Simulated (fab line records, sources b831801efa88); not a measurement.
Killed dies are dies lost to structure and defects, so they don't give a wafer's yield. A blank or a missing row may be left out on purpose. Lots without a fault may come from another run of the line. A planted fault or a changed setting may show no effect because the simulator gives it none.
Which tool did it? | flow sky130 | 14 lots, 42 wafers sampled, at 3 steps of a route of 708

WHAT THE GAUGES READ, wafer by wafer
SKY_GATE_OXIDE_THK_MEAS_02.
lot  | measured     | on            | GATE_OXIDE_OXIDATION_00_THK (nm)
L446 | day 13 01:05 | film_metro-01 | 10.39 10.54 10.56
L447 | day 13 09:12 | film_metro-01 | 9.90 9.71 9.79
L448 | day 14 06:13 | film_metro-04 | 10.34 10.31 10.25
L449 | day 14 20:50 | film_metro-02 | 10.35 10.41 10.37
L453 | day 15 22:59 | film_metro-04 | 10.32 10.44 10.41
L454 | day 16 09:18 | film_metro-01 | 10.48 10.56 10.63
L455 | day 16 09:19 | film_metro-04 | 10.47 10.27 10.37
L456 | day 16 12:05 | film_metro-01 | 10.62 10.56 10.58
L457 | day 17 02:37 | film_metro-01 | 10.31 10.39 10.54
L463 | day 19 02:17 | film_metro-04 | 10.08 10.14 9.93
L465 | day 19 21:56 | film_metro-01 | 10.17 10.08 10.33
L466 | day 20 07:57 | film_metro-02 | 10.36 10.12 10.25
L467 | day 20 14:01 | film_metro-04 | 10.10 10.11 10.05
L468 | day 20 23:23 | film_metro-02 | 10.06 10.13 10.02

SKY_GATE_OXIDE_OVL_MEAS_10.
lot  | measured     | on         | GATE_OXIDE_OVL (nm)
L446 | day 14 02:28 | overlay-01 | -1.9 -1.0 0.0
L447 | day 14 10:18 | overlay-01 | 0.2 0.2 -0.8
L448 | day 15 08:27 | overlay-02 | -1.4 0.0 -1.3
L449 | day 15 23:19 | overlay-02 | -0.5 -2.5 -1.7
L453 | day 17 02:43 | overlay-01 | 1.7 1.3 0.9
L454 | day 17 13:03 | overlay-02 | -0.7 -1.1 -1.8
L455 | day 17 13:21 | overlay-01 | 1.8 1.9 0.1
L456 | day 17 16:01 | overlay-01 | 0.0 -1.6 -0.2
L457 | day 18 06:28 | overlay-01 | 1.5 1.9 2.2
L463 | day 20 09:03 | overlay-02 | -0.4 -1.5 -1.0
L465 | day 21 03:46 | overlay-01 | 0.1 -0.2 -0.2
L466 | day 21 14:29 | overlay-02 | -0.9 -1.1 -2.4
L467 | day 21 19:37 | overlay-01 | 0.1 1.5 2.0
L468 | day 22 06:10 | overlay-02 | 0.8 0.0 0.0

SKY_GATE_OXIDE_TW_MEAS_14.
lot  | measured     | on            | GATE_OXIDE_TW
L446 | day 14 02:52 | film_metro-04 | 226.1 224.8 226.1
L447 | day 14 10:41 | film_metro-01 | 227.2 226.7 225.8
L448 | day 15 08:50 | film_metro-04 | 226.7 226.7 225.5
L449 | day 15 23:41 | film_metro-02 | 222.4 222.5 222.5
L453 | day 17 03:05 | film_metro-01 | 224.8 223.9 224.8
L454 | day 17 13:26 | film_metro-04 | 225.6 224.0 224.8
L455 | day 17 13:46 | film_metro-04 | 224.8 225.4 224.7
L456 | day 17 16:25 | film_metro-02 | 221.2 219.8 220.1
L457 | day 18 06:52 | film_metro-01 | 226.6 225.9 225.8
L463 | day 20 09:26 | film_metro-01 | 223.2 225.0 224.6
L465 | day 21 04:09 | film_metro-01 | 225.7 226.4 227.4
L466 | day 21 14:53 | film_metro-02 | 221.4 220.9 222.3
L467 | day 21 20:01 | film_metro-01 | 225.5 226.6 227.0
L468 | day 22 06:34 | film_metro-04 | 225.5 225.8 226.3

WHICH TOOL RAN EACH LOT (tool, then ch and the chambers of the sampled wafers, then the start)
The record holds no process step before these readings.

WHAT THE TOOLS THEMSELVES READ (means of the sampled wafers that have a number; where no wafer has one, the mark that the record gives instead)
The record holds no such reading with a usual standard deviation.

THE ANSWER, worked out from the rows above alone
Rule: what is usual is taken from the lots themselves. Put in order of their means at a reading, lots are off if they are a third of the lots or fewer, leave a main group of 4 or more, and stand apart from it by a gap of 3 or more times the standard deviation of the main group's means; of several such gaps the widest counts. A main group whose means are all the same, to the digits that the tables above print for the reading, isn't used. A lot without any number at a reading at which 4 lots or more have one is off too. The other lots that the step has rows for count as sound. The gauges are gone through in route order, then the tools' own readings, and for those a lot's mean is taken as printed above. The first step at which some lot is off is used, and at that step the reading that is off furthest; a lot without a number counts as furthest.
No lot is off at any reading shown: from this, nothing can be told.

WHAT THE SIMULATOR HAD PUT IN
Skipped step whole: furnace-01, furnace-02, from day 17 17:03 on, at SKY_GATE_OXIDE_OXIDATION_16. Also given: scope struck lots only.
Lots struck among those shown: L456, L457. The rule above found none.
